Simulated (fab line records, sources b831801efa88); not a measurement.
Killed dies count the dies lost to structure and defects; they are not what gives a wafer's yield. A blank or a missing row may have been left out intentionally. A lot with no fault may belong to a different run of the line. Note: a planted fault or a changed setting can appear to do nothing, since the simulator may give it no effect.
fab line records :: flow sky130
[record]
  lots = 5
  wafers = 15
  last-day = 49
route steps=708 shown SPACER@305 POLY_CUT@307 PAD_OPEN@708
lots that met no fault: taken from a fault-free run of the same line
start-h: start of the lot's first displayed wafer, in hours after the record's first day :: wait-h: hours from the lot's prior step to this one :: " as in the row above :: L1.1+2: one row covering several wafers at once :: - no value, or no start was given :: * or withheld: withheld :: < > ~ a bound
route shown NAME@n: names a module that has steps shown in the file, with the first one's number in the route :: usual: mean/standard deviation taken from wafers without a fault :: same: alike in all rows :: chamber/n: place in a boat :: sites: per-site readings :: _std_site: the values' standard deviation :: _edge_site: mean of outer sites minus mean of inner sites :: radius-mm: for every site, how far away it sits from the centre of the wafer :: mask NAME#n: copy n :: behind: the tool/chamber that last shaped the wafer :: hold: cause of the lot's hold/its duration in hours/its outcome :: device: transistor that didn't switch, given as n, p or np :: end of line: at the end of the route, the tests of the same wafers :: for a step that has no rows: nothing shown but its recipe :: killed: dies lost to structure and defects at the first sort, not the wafer's yield :: map: a wafer's dies, x killed, . not, _ none there
set.NAME: the run value of the setting; set.NAME@STEP: its run value at that earlier step :: model.NAME: the simulator's own value behind a step, which no gauge read
lots seen at some steps along the route; tables by step, rows by wafer
services: a tool's chamber out of use, with start hour (start-h, from the record's first day; less than 0 if before it), hours out, and reason
[[steps]]
[step SKY_SPACER_THK_MEAS_01]
[recipe]
  reads = Si3N4_of_SPACER_CVD_00
[usual]
  SPACER_CVD_00_THK = 43.1/0.34
lot.wafer: L656.2
tool: film-metro-01
chamber: -
start-h: 530.24
wait-h: 0.0
SPACER_CVD_00_THK[nm]: 43.4

lot.wafer: L656.5
tool: film-metro-01
chamber: -
start-h: 530.24
wait-h: 0.0
SPACER_CVD_00_THK[nm]: 43.0

lot.wafer: L656.6
tool: film-metro-01
chamber: -
start-h: 530.24
wait-h: 0.0
SPACER_CVD_00_THK[nm]: 43.1

lot.wafer: L665.3
tool: film-metro-01
chamber: -
start-h: 608.67
wait-h: 0.0
SPACER_CVD_00_THK[nm]: 43.4

lot.wafer: L665.5
tool: film-metro-01
chamber: -
start-h: 608.67
wait-h: 0.0
SPACER_CVD_00_THK[nm]: 43.3

lot.wafer: L665.6
tool: film-metro-01
chamber: -
start-h: 608.67
wait-h: 0.0
SPACER_CVD_00_THK[nm]: 43.1

lot.wafer: L671.3
tool: film-metro-03
chamber: -
start-h: 671.17
wait-h: 0.0
SPACER_CVD_00_THK[nm]: 42.8

lot.wafer: L671.5
tool: film-metro-03
chamber: -
start-h: 671.17
wait-h: 0.0
SPACER_CVD_00_THK[nm]: 42.8

lot.wafer: L671.6
tool: film-metro-03
chamber: -
start-h: 671.17
wait-h: 0.0
SPACER_CVD_00_THK[nm]: 43.0

lot.wafer: L672.1
tool: film-metro-01
chamber: -
start-h: 687.15
wait-h: 0.0
SPACER_CVD_00_THK[nm]: 42.9

lot.wafer: L672.4
tool: film-metro-01
chamber: -
start-h: 687.15
wait-h: 0.0
SPACER_CVD_00_THK[nm]: 42.9

lot.wafer: L672.6
tool: film-metro-01
chamber: -
start-h: 687.15
wait-h: 0.0
SPACER_CVD_00_THK[nm]: 42.9

lot.wafer: L675.2
tool: film-metro-03
chamber: -
start-h: 694.53
wait-h: 0.0
SPACER_CVD_00_THK[nm]: 42.7

lot.wafer: L675.4
tool: film-metro-03
chamber: -
start-h: 694.53
wait-h: 0.0
SPACER_CVD_00_THK[nm]: 42.8

lot.wafer: L675.6
tool: film-metro-03
chamber: -
start-h: 694.53
wait-h: 0.0
SPACER_CVD_00_THK[nm]: 42.9
[step SKY_SPACER_ETCHBACK_02]
[recipe]
  chemistry = CH3F/O2
  target = Si3N4
  stop-on = SiO2
  source-w = 400
  bias-w = 80
  pressure-mtorr = 25
  ch3f-flow-sccm = 40
  O2_flow_sccm = 30
  time-s = 46.7
  target-depth-a = 450
[usual]
  drypump-motor-current-A = 5.72/0.28
  oes-product-au = 0.855/0.0055
  throttle-valve-pct = 10.563/0.0097
lot.wafer: L656.2
tool: rie-diel-04
chamber: 2
start-h: 530.29
wait-h: 0.0
drypump-motor-current-A: 5.99
oes-product-au: 0.863
rf-hours-counter-h: 21
throttle-valve-pct: 10.532

lot.wafer: L656.5
tool: rie-diel-04
chamber: 2
start-h: 530.29
wait-h: 0.0
drypump-motor-current-A: 6.01
oes-product-au: 0.851
rf-hours-counter-h: -
throttle-valve-pct: 10.564

lot.wafer: L656.6
tool: rie-diel-04
chamber: 3
start-h: 530.29
wait-h: 0.0
drypump-motor-current-A: 5.96
oes-product-au: 0.862
rf-hours-counter-h: -
throttle-valve-pct: 10.580

lot.wafer: L665.3
tool: rie-diel-02
chamber: 2
start-h: 608.71
wait-h: 0.0
drypump-motor-current-A: 5.72
oes-product-au: 0.856
rf-hours-counter-h: 8
throttle-valve-pct: 10.568

lot.wafer: L665.5
tool: rie-diel-02
chamber: 0
start-h: 608.71
wait-h: 0.0
drypump-motor-current-A: 5.70
oes-product-au: 0.863
rf-hours-counter-h: -
throttle-valve-pct: 10.567

lot.wafer: L665.6
tool: rie-diel-02
chamber: 3
start-h: 608.71
wait-h: 0.0
drypump-motor-current-A: 5.31
oes-product-au: 0.862
rf-hours-counter-h: -
throttle-valve-pct: 10.578

lot.wafer: L671.3
tool: rie-diel-01
chamber: 2
start-h: 671.21
wait-h: 0.0
drypump-motor-current-A: 5.23
oes-product-au: 0.853
rf-hours-counter-h: 32
throttle-valve-pct: 10.565

lot.wafer: L671.5
tool: rie-diel-01
chamber: 1
start-h: 671.21
wait-h: 0.0
drypump-motor-current-A: 5.74
oes-product-au: 0.855
rf-hours-counter-h: -
throttle-valve-pct: 10.568

lot.wafer: L671.6
tool: rie-diel-01
chamber: 0
start-h: 671.21
wait-h: 0.0
drypump-motor-current-A: 5.78
oes-product-au: 0.855
rf-hours-counter-h: -
throttle-valve-pct: 10.575

lot.wafer: L672.1
tool: rie-diel-04
chamber: 2
start-h: 687.21
wait-h: 0.1
drypump-motor-current-A: 6.01
oes-product-au: 0.850
rf-hours-counter-h: 23
throttle-valve-pct: 10.555

lot.wafer: L672.4
tool: rie-diel-04
chamber: 0
start-h: 687.21
wait-h: 0.1
drypump-motor-current-A: 5.82
oes-product-au: 0.852
rf-hours-counter-h: 0
throttle-valve-pct: 10.565

lot.wafer: L672.6
tool: rie-diel-04
chamber: 1
start-h: 687.21
wait-h: 0.1
drypump-motor-current-A: 5.71
oes-product-au: 0.846
rf-hours-counter-h: -
throttle-valve-pct: 10.551

lot.wafer: L675.2
tool: rie-diel-02
chamber: 1
start-h: 694.58
wait-h: 0.0
drypump-motor-current-A: 5.43
oes-product-au: 0.848
rf-hours-counter-h: 2
throttle-valve-pct: 10.552

lot.wafer: L675.4
tool: rie-diel-02
chamber: 2
start-h: 694.58
wait-h: 0.0
drypump-motor-current-A: 5.68
oes-product-au: 0.845
rf-hours-counter-h: 10
throttle-valve-pct: 10.568

lot.wafer: L675.6
tool: rie-diel-02
chamber: 2
start-h: 694.58
wait-h: 0.0
drypump-motor-current-A: 5.71
oes-product-au: 0.853
rf-hours-counter-h: -
throttle-valve-pct: 10.558
[step SKY_POLY_CUT_DEHYDRATE_00]
[recipe]
  temp-c = 200
  time-s = 60
[step SKY_POLY_CUT_HMDS_01]
[recipe]
  prime-time-s = 60
  prime-temp-c = 120
[step SKY_POLY_CUT_COAT_02]
[recipe]
  resist = BARC
  temp-c = withheld
  time-s = withheld
  spin-rpm = 3000
  resist-thk-nm = 60
[step SKY_POLY_CUT_COAT_03]
[recipe]
  resist = KrF-thick
  spin-rpm = 3000
  resist-thk-nm = 450
[step SKY_POLY_CUT_SOFTBAKE_04]
[recipe]
  temp-c = 100
  time-s = 90
  resist = KrF-thick
[step SKY_POLY_CUT_EXPOSE_05]
[recipe]
  mask-id = NPCM
  na = 0.8
  source-shape = annular
  sigma-inner = 0.55
  sigma-outer = 0.85
  target-cd-nm = 270
  dose-mj = 32
[step SKY_POLY_CUT_PEB_06]
[recipe]
  peb-temp-c = withheld
  peb-time-s = withheld
  resist = KrF-thick
[step SKY_POLY_CUT_DEVELOP_07]
[recipe]
  develop-time-s = 60
  resist = KrF-thick
  dev-temp-c = 21
[step SKY_POLY_CUT_CD_MEAS_08]
[recipe]
  target-cd-nm = 270
[usual]
  cd-nm = 269.8/1.5
lot.wafer: L656.2
tool: cd-sem-01
chamber: -
start-h: 560.01
wait-h: -
cd-nm: 269.4

lot.wafer: L656.5
tool: cd-sem-01
chamber: -
start-h: 560.01
wait-h: -
cd-nm: 269.6

lot.wafer: L656.6
tool: cd-sem-01
chamber: -
start-h: 560.01
wait-h: -
cd-nm: 268.4

lot.wafer: L665.3
tool: cd-sem-02
chamber: -
start-h: 638.06
wait-h: -
cd-nm: 270.1

lot.wafer: L665.5
tool: cd-sem-02
chamber: -
start-h: 638.06
wait-h: -
cd-nm: 270.3

lot.wafer: L665.6
tool: cd-sem-02
chamber: -
start-h: 638.06
wait-h: -
cd-nm: 269.9

lot.wafer: L671.3
tool: cd-sem-02
chamber: -
start-h: 698.78
wait-h: -
cd-nm: 266.8

lot.wafer: L671.5
tool: cd-sem-02
chamber: -
start-h: 698.78
wait-h: -
cd-nm: 268.6

lot.wafer: L671.6
tool: cd-sem-02
chamber: -
start-h: 698.78
wait-h: -
cd-nm: 268.4

lot.wafer: L672.1
tool: cd-sem-01
chamber: -
start-h: 715.03
wait-h: -
cd-nm: 269.6

lot.wafer: L672.4
tool: cd-sem-01
chamber: -
start-h: 715.03
wait-h: -
cd-nm: 270.7

lot.wafer: L672.6
tool: cd-sem-01
chamber: -
start-h: 715.03
wait-h: -
cd-nm: 272.0

lot.wafer: L675.2
tool: cd-sem-02
chamber: -
start-h: 722.49
wait-h: -
cd-nm: 274.0

lot.wafer: L675.4
tool: cd-sem-02
chamber: -
start-h: 722.49
wait-h: -
cd-nm: 272.5

lot.wafer: L675.6
tool: cd-sem-02
chamber: -
start-h: 722.49
wait-h: -
cd-nm: 272.0
[step SKY_POLY_CUT_OVL_MEAS_09]
[usual]
  POLY_CUT_OVL = 2/6.8
lot.wafer: L656.2
tool: overlay-01
chamber: -
start-h: 560.12
wait-h: 0.1
POLY_CUT_OVL[nm]: 8

lot.wafer: L656.5
tool: overlay-01
chamber: -
start-h: 560.12
wait-h: 0.1
POLY_CUT_OVL[nm]: 8

lot.wafer: L656.6
tool: overlay-01
chamber: -
start-h: 560.12
wait-h: 0.1
POLY_CUT_OVL[nm]: 4

lot.wafer: L665.3
tool: overlay-01
chamber: -
start-h: 638.15
wait-h: 0.1
POLY_CUT_OVL[nm]: 5

lot.wafer: L665.5
tool: overlay-01
chamber: -
start-h: 638.15
wait-h: 0.1
POLY_CUT_OVL[nm]: 10

lot.wafer: L665.6
tool: overlay-01
chamber: -
start-h: 638.15
wait-h: 0.1
POLY_CUT_OVL[nm]: 1

lot.wafer: L671.3
tool: overlay-02
chamber: -
start-h: 698.88
wait-h: 0.1
POLY_CUT_OVL[nm]: -3

lot.wafer: L671.5
tool: overlay-02
chamber: -
start-h: 698.88
wait-h: 0.1
POLY_CUT_OVL[nm]: -1

lot.wafer: L671.6
tool: overlay-02
chamber: -
start-h: 698.88
wait-h: 0.1
POLY_CUT_OVL[nm]: -4

lot.wafer: L672.1
tool: overlay-02
chamber: -
start-h: 715.15
wait-h: 0.1
POLY_CUT_OVL[nm]: 3

lot.wafer: L672.4
tool: overlay-02
chamber: -
start-h: 715.15
wait-h: 0.1
POLY_CUT_OVL[nm]: -1

lot.wafer: L672.6
tool: overlay-02
chamber: -
start-h: 715.15
wait-h: 0.1
POLY_CUT_OVL[nm]: -5

lot.wafer: L675.2
tool: overlay-02
chamber: -
start-h: 722.60
wait-h: 0.1
POLY_CUT_OVL[nm]: 2

lot.wafer: L675.4
tool: overlay-02
chamber: -
start-h: 722.60
wait-h: 0.1
POLY_CUT_OVL[nm]: 5

lot.wafer: L675.6
tool: overlay-02
chamber: -
start-h: 722.60
wait-h: 0.1
POLY_CUT_OVL[nm]: 9
[step SKY_POLY_CUT_ETCH_10]
[recipe]
  chemistry = N2/H2
  target = BARC
  ion-energy-ev = 200
  source-w = 500
  bias-w = 100
  pressure-mtorr = 30
  n2-flow-sccm = 100
  h2-flow-sccm = 200
  stop-on = SiO2
  time-s = 45.9
  target-depth-a = 600
[usual]
  drypump-motor-current-A = 5.8/0.3
  h2-flow-sccm = 200.0/0.59
  oes-product-au = 0.854/0.005
  throttle-valve-pct = 13.225/0.0087
lot.wafer: L656.2
tool: rie-diel-02
chamber: 1
start-h: 560.15
wait-h: 0.0
drypump-motor-current-A: 5.5
h2-flow-sccm: 199.9
oes-product-au: 0.846
rf-hours-counter-h: 75
throttle-valve-pct: 13.220
model.KrF-thick_of_POLY_CUT_COAT_03.thk-nm: 407.3

lot.wafer: L656.5
tool: rie-diel-02
chamber: 1
start-h: 560.15
wait-h: 0.0
drypump-motor-current-A: 5.4
h2-flow-sccm: 200.1
oes-product-au: 0.843
rf-hours-counter-h: -
throttle-valve-pct: 13.229
model.KrF-thick_of_POLY_CUT_COAT_03.thk-nm: 407.4

lot.wafer: L656.6
tool: rie-diel-02
chamber: 0
start-h: 560.15
wait-h: 0.0
drypump-motor-current-A: 5.6
h2-flow-sccm: 200.6
oes-product-au: 0.853
rf-hours-counter-h: -
throttle-valve-pct: 13.224
model.KrF-thick_of_POLY_CUT_COAT_03.thk-nm: 407.2

lot.wafer: L665.3
tool: rie-diel-02
chamber: 0
start-h: 638.18
wait-h: 0.0
drypump-motor-current-A: 5.7
h2-flow-sccm: 201.2
oes-product-au: 0.853
rf-hours-counter-h: 18
throttle-valve-pct: 13.227
model.KrF-thick_of_POLY_CUT_COAT_03.thk-nm: 410.8

lot.wafer: L665.5
tool: rie-diel-02
chamber: 3
start-h: 638.18
wait-h: 0.0
drypump-motor-current-A: 5.3
h2-flow-sccm: 201.0
oes-product-au: 0.855
rf-hours-counter-h: -
throttle-valve-pct: 13.219
model.KrF-thick_of_POLY_CUT_COAT_03.thk-nm: 408.9

lot.wafer: L665.6
tool: rie-diel-02
chamber: 0
start-h: 638.18
wait-h: 0.0
drypump-motor-current-A: 5.7
h2-flow-sccm: 201.2
oes-product-au: 0.859
rf-hours-counter-h: -
throttle-valve-pct: 13.223
model.KrF-thick_of_POLY_CUT_COAT_03.thk-nm: 408.4

lot.wafer: L671.3
tool: rie-diel-04
chamber: 1
start-h: 698.90
wait-h: 0.0
drypump-motor-current-A: 5.7
h2-flow-sccm: 200.1
oes-product-au: 0.859
rf-hours-counter-h: 7
throttle-valve-pct: 13.225
model.KrF-thick_of_POLY_CUT_COAT_03.thk-nm: 408.1

lot.wafer: L671.5
tool: rie-diel-04
chamber: 2
start-h: 698.90
wait-h: 0.0
drypump-motor-current-A: 6.0
h2-flow-sccm: 199.6
oes-product-au: 0.854
rf-hours-counter-h: -
throttle-valve-pct: 13.227
model.KrF-thick_of_POLY_CUT_COAT_03.thk-nm: 408.1

lot.wafer: L671.6
tool: rie-diel-04
chamber: 1
start-h: 698.90
wait-h: 0.0
drypump-motor-current-A: 5.7
h2-flow-sccm: 200.1
oes-product-au: 0.852
rf-hours-counter-h: -
throttle-valve-pct: 13.224
model.KrF-thick_of_POLY_CUT_COAT_03.thk-nm: 408

lot.wafer: L672.1
tool: rie-diel-04
chamber: 3
start-h: 715.19
wait-h: 0.0
drypump-motor-current-A: 6.0
h2-flow-sccm: 199.8
oes-product-au: 0.857
rf-hours-counter-h: 15
throttle-valve-pct: 13.233
model.KrF-thick_of_POLY_CUT_COAT_03.thk-nm: 409.6

lot.wafer: L672.4
tool: rie-diel-04
chamber: 0
start-h: 715.19
wait-h: 0.0
drypump-motor-current-A: 5.8
h2-flow-sccm: 200.2
oes-product-au: 0.854
rf-hours-counter-h: 0
throttle-valve-pct: 13.212
model.KrF-thick_of_POLY_CUT_COAT_03.thk-nm: 410.2

lot.wafer: L672.6
tool: rie-diel-04
chamber: 3
start-h: 715.19
wait-h: 0.0
drypump-motor-current-A: 6.0
h2-flow-sccm: 199.8
oes-product-au: 0.854
rf-hours-counter-h: -
throttle-valve-pct: 13.219
model.KrF-thick_of_POLY_CUT_COAT_03.thk-nm: 408.5

lot.wafer: L675.2
tool: rie-diel-04
chamber: 3
start-h: 722.63
wait-h: 0.0
drypump-motor-current-A: 6.0
h2-flow-sccm: 199.8
oes-product-au: 0.857
rf-hours-counter-h: 15
throttle-valve-pct: 13.221
model.KrF-thick_of_POLY_CUT_COAT_03.thk-nm: 407.6

lot.wafer: L675.4
tool: rie-diel-04
chamber: 1
start-h: 722.63
wait-h: 0.0
drypump-motor-current-A: 5.7
h2-flow-sccm: 199.6
oes-product-au: 0.851
rf-hours-counter-h: 8
throttle-valve-pct: 13.233
model.KrF-thick_of_POLY_CUT_COAT_03.thk-nm: 407.6

lot.wafer: L675.6
tool: rie-diel-04
chamber: 1
start-h: 722.63
wait-h: 0.0
drypump-motor-current-A: 5.8
h2-flow-sccm: 199.9
oes-product-au: 0.861
rf-hours-counter-h: -
throttle-valve-pct: 13.238
model.KrF-thick_of_POLY_CUT_COAT_03.thk-nm: 407.9
[step SKY_POLY_CUT_ETCH_11]
[recipe]
  target = Si3N4
  chemistry = CF4/CH2F2/Ar
  stop-on = poly-Si
  source-w = 600
  bias-w = 150
  pressure-mtorr = 40
  cf4-flow-sccm = 40
  ch2f2-flow-sccm = 20
  Ar_flow_sccm = 150
  time-s = 42.5
  target-depth-a = 600
[usual]
  drypump-motor-current-A = 5.75/0.3
  oes-product-au = 0.830/0.0062
  throttle-valve-pct = 14.994/0.0099
lot.wafer: L656.2
tool: rie-diel-02
chamber: 1
start-h: 560.19
wait-h: 0.0
drypump-motor-current-A: 5.47
oes-product-au: 0.829
rf-hours-counter-h: 75
throttle-valve-pct: 14.993

lot.wafer: L656.5
tool: rie-diel-02
chamber: 1
start-h: 560.19
wait-h: 0.0
drypump-motor-current-A: 5.45
oes-product-au: 0.828
rf-hours-counter-h: -
throttle-valve-pct: 14.990

lot.wafer: L656.6
tool: rie-diel-02
chamber: 0
start-h: 560.19
wait-h: 0.0
drypump-motor-current-A: 5.66
oes-product-au: 0.824
rf-hours-counter-h: -
throttle-valve-pct: 14.998

lot.wafer: L665.3
tool: rie-diel-02
chamber: 0
start-h: 638.22
wait-h: 0.0
drypump-motor-current-A: 5.68
oes-product-au: 0.833
rf-hours-counter-h: 18
throttle-valve-pct: 14.988

lot.wafer: L665.5
tool: rie-diel-02
chamber: 3
start-h: 638.22
wait-h: 0.0
drypump-motor-current-A: 5.30
oes-product-au: 0.833
rf-hours-counter-h: -
throttle-valve-pct: 14.995

lot.wafer: L665.6
tool: rie-diel-02
chamber: 0
start-h: 638.22
wait-h: 0.0
drypump-motor-current-A: 5.66
oes-product-au: 0.838
rf-hours-counter-h: -
throttle-valve-pct: 15.008

lot.wafer: L671.3
tool: rie-diel-04
chamber: 1
start-h: 698.94
wait-h: 0.0
drypump-motor-current-A: 5.68
oes-product-au: 0.827
rf-hours-counter-h: 7
throttle-valve-pct: 14.993

lot.wafer: L671.5
tool: rie-diel-04
chamber: 2
start-h: 698.94
wait-h: 0.0
drypump-motor-current-A: 6.00
oes-product-au: 0.823
rf-hours-counter-h: -
throttle-valve-pct: 14.986

lot.wafer: L671.6
tool: rie-diel-04
chamber: 1
start-h: 698.94
wait-h: 0.0
drypump-motor-current-A: 5.69
oes-product-au: 0.827
rf-hours-counter-h: -
throttle-valve-pct: 14.997

lot.wafer: L672.1
tool: rie-diel-04
chamber: 3
start-h: 715.23
wait-h: 0.0
drypump-motor-current-A: 5.97
oes-product-au: 0.823
rf-hours-counter-h: 15
throttle-valve-pct: 14.975

lot.wafer: L672.4
tool: rie-diel-04
chamber: 0
start-h: 715.23
wait-h: 0.0
drypump-motor-current-A: 5.75
oes-product-au: 0.835
rf-hours-counter-h: 0
throttle-valve-pct: 14.985

lot.wafer: L672.6
tool: rie-diel-04
chamber: 3
start-h: 715.23
wait-h: 0.0
drypump-motor-current-A: 5.97
oes-product-au: 0.832
rf-hours-counter-h: -
throttle-valve-pct: 15.005

lot.wafer: L675.2
tool: rie-diel-04
chamber: 3
start-h: 722.67
wait-h: 0.0
drypump-motor-current-A: 5.94
oes-product-au: 0.835
rf-hours-counter-h: 15
throttle-valve-pct: 15.010

lot.wafer: L675.4
tool: rie-diel-04
chamber: 1
start-h: 722.67
wait-h: 0.0
drypump-motor-current-A: 5.72
oes-product-au: 0.838
rf-hours-counter-h: 8
throttle-valve-pct: 15.001

lot.wafer: L675.6
tool: rie-diel-04
chamber: 1
start-h: 722.67
wait-h: 0.0
drypump-motor-current-A: 5.71
oes-product-au: 0.835
rf-hours-counter-h: -
throttle-valve-pct: 14.995
[step SKY_PAD_OPEN_PROBE_99]
[usual]
  killed_at_M0_to_M3 = 43/7
  killed_at_M4_up = 3.4/1.9
  killed-at-contacts = 24/5.4
  killed-at-front-end = 15/4.4
  killed-at-other = 0.4/0.63
  killed-dies = 86/9.1
  killed-open = 46/6.6
  killed-short = 39/6.6
[same]
  gross-dies = 492
  killed-at-back-side = 0
lot.wafer: L665.3
tool: prober-01
chamber: -
start-h: 1130.87
wait-h: 0.2
killed_at_M0_to_M3: 51
killed_at_M4_up: 7
killed-at-contacts: 21
killed-at-front-end: 20
killed-at-other: 0
killed-dies: 99
killed-open: 47
killed-short: 52

lot.wafer: L665.5
tool: prober-01
chamber: -
start-h: 1130.97
wait-h: 0.2
killed_at_M0_to_M3: 46
killed_at_M4_up: 1
killed-at-contacts: 23
killed-at-front-end: 18
killed-at-other: 0
killed-dies: 88
killed-open: 50
killed-short: 38

lot.wafer: L665.6
tool: prober-01
chamber: -
start-h: 1131.02
wait-h: 0.2
killed_at_M0_to_M3: 48
killed_at_M4_up: 1
killed-at-contacts: 21
killed-at-front-end: 17
killed-at-other: 0
killed-dies: 87
killed-open: 52
killed-short: 35

lot.wafer: L672.1
tool: prober-01
chamber: -
start-h: 1182.95
wait-h: 0.1
killed_at_M0_to_M3: 37
killed_at_M4_up: 4
killed-at-contacts: 21
killed-at-front-end: 23
killed-at-other: 1
killed-dies: 86
killed-open: 51
killed-short: 35

lot.wafer: L672.4
tool: prober-01
chamber: -
start-h: 1183.10
wait-h: 0.2
killed_at_M0_to_M3: 42
killed_at_M4_up: 4
killed-at-contacts: 26
killed-at-front-end: 23
killed-at-other: 0
killed-dies: 95
killed-open: 52
killed-short: 43

lot.wafer: L672.6
tool: prober-01
chamber: -
start-h: 1183.20
wait-h: 0.2
killed_at_M0_to_M3: 28
killed_at_M4_up: 5
killed-at-contacts: 21
killed-at-front-end: 19
killed-at-other: 0
killed-dies: 73
killed-open: 41
killed-short: 32
// killed by level:class
L665.3 VIA1:geometric-particle:open=10 FIELD_ISO:geometric-particle:short=9 LOCAL_INTERCONNECT:geometric-particle:short=7 METAL2:geometric-particle:short=7 VIA3:geometric-particle:open=7 CONTACT:geometric-particle:open=5 METAL3:geometric-particle:short=5 VIA2:geometric-particle:open=5
L665.5 VIA1:geometric-particle:open=13 FIELD_ISO:geometric-particle:open=8 VIA2:geometric-particle:open=8 CONTACT:geometric-particle:open=7 LI_CONTACT:geometric-particle:open=6 LOCAL_INTERCONNECT:geometric-particle:short=6 METAL3:geometric-particle:short=6 METAL2:geometric-particle:short=5
L665.6 VIA1:geometric-particle:open=15 CONTACT:geometric-particle:open=11 VIA1:geometric-particle:short=6 FIELD_ISO:geometric-particle:open=5 POLY_GATE:geometric-particle:short=5 CONTACT:geometric-particle:short=5 VIA2:geometric-particle:short=5 VIA2:geometric-particle:open=5
L672.1 VIA2:geometric-particle:open=10 CONTACT:geometric-particle:open=9 VIA3:geometric-particle:open=7 FIELD_ISO:geometric-particle:open=6 LI_CONTACT:geometric-particle:open=6 VIA1:geometric-particle:open=5 FIELD_ISO:geometric-particle:short=4 POLY_GATE:geometric-particle:open=4
L672.4 CONTACT:geometric-particle:open=10 LI_CONTACT:geometric-particle:open=8 METAL1:geometric-particle:short=8 VIA1:geometric-particle:open=7 VIA3:geometric-particle:open=7 POLY_GATE:geometric-particle:open=6 POLY_GATE:geometric-particle:short=6 METAL2:geometric-particle:short=5
L672.6 CONTACT:geometric-particle:open=9 POLY_GATE:geometric-particle:open=8 VIA2:geometric-particle:open=7 POLY_GATE:geometric-particle:short=4 CONTACT:geometric-particle:short=4 VIA1:geometric-particle:open=4 FIELD_ISO:geometric-particle:open=3 METAL4:geometric-particle:short=3
[[services]]
tool: rie-diel-01
chamber: -
start-h: 533.24
hours: 1.2
kind: repair

tool: rie-diel-01
chamber: -
start-h: 572.31
hours: 14.6
kind: pm

tool: rie-diel-02
chamber: 1
start-h: 585.77
hours: -
kind: clean

tool: rie-diel-02
chamber: 1
start-h: 585.77
hours: 23.8
kind: scheduled-down

tool: rie-diel-02
chamber: 1
start-h: 585.77
hours: 23.8
kind: vent-cycle

tool: rie-diel-04
chamber: 3
start-h: 631.25
hours: 4.8
kind: repair

tool: rie-diel-04
chamber: 3
start-h: 641.04
hours: 4.5
kind: repair

tool: rie-diel-01
chamber: 0
start-h: 641.22
hours: -
kind: clean

tool: rie-diel-01
chamber: 0
start-h: 641.22
hours: 19.4
kind: scheduled-down

tool: rie-diel-01
chamber: 0
start-h: 641.22
hours: 19.4
kind: vent-cycle

tool: rie-diel-02
chamber: 2
start-h: 657.01
hours: 15.1
kind: repair

tool: rie-diel-04
chamber: 0
start-h: 668.08
hours: -
kind: clean

tool: rie-diel-04
chamber: 0
start-h: 668.08
hours: 16.9
kind: scheduled-down

tool: rie-diel-04
chamber: 0
start-h: 668.08
hours: 16.9
kind: vent-cycle

tool: rie-diel-01
chamber: 2
start-h: 698.77
hours: 8.5
kind: repair
[[key]]
first-sign none at tools or gauges
[model-effect]
  step = SKY_POLY_CUT_ETCH_10
  value = KrF-thick_of_POLY_CUT_COAT_03.thk-nm
  without = 406.9
  struck = 410.8
met-at SKY_POLY_CUT_ETCH_10
struck-wafers L665.3
tester-left-out L665
onset-between 560.15 638.18
[fault]
  kind = process-parameter-drift
  tool = rie-diel-02
  chamber = -
  onset-h = 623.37
  steps = SKY_POLY_CUT_ETCH_10
  channel = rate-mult
  offset = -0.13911
  shape = step
  end-h = 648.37
  scope = struck-wafers-only
// tester-left-out: of these lots the tester's yield and bins aren't shown, on N5 and GAA mostly nor the transistor test; their killed dies are dies lost to structure and defects alone, not to doping, threshold or leakage, so they don't give the yield
